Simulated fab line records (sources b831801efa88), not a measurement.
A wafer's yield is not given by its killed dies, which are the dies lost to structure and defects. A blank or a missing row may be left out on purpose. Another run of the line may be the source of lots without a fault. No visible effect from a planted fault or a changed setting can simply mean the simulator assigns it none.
Matching of chambers    flow gf180mcu    GF_STI_CVD_23 on hdpcvd-02 has 3 sister chambers
The step deposits SiO2, target thk 650 nm, time 108.3 s. 3 wafers are shown with their chamber, then 7 later ones without.

## EACH WAFER AND ITS CHAMBER
wafer   chamber  sih4FlowSccm (sccm)
L275.1  1        59.23
L276.1  0        59.16
L276.2  2        59.19

## WAFERS MISSING THEIR CHAMBER
wafer   sih4FlowSccm (sccm)
L276.3  59.07
L277.1  59.10
L277.4  59.30
L277.6  59.17
L278.1  59.17
L278.2  59.13
L278.3  58.91

## THE CHAMBER EACH PASSED THROUGH
wafer   from the rows above           in truth
L276.3  can't be placed: 0 or 2 or 1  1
L277.1  can't be placed: 0 or 2 or 1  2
L277.4  can't be placed: 1 or 2 or 0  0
L277.6  can't be placed: 0 or 2 or 1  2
L278.1  can't be placed: 0 or 2 or 1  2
L278.2  can't be placed: 0 or 2 or 1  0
L278.3  can't be placed: 0 or 2 or 1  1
Correct placement for 0 of the 7. Cannot be placed on the basis of these rows: 7; the candidates contain the true chamber in 7. Wrongly placed: 0.
How it was worked out, from the rows above alone: a wafer's distance from a chamber is the root of the sum, over the readings, of the square of ((its reading less the chamber's mean) divided by the reading's scatter). The wafer belongs to the nearest chamber; if the next one is less than 2 further off, it can't be placed. The mean given for a chamber averages the wafers shown for that chamber. The scatter: root of mean squared gap, hidden wafer to nearest shown wafer, with one shown wafer a chamber.
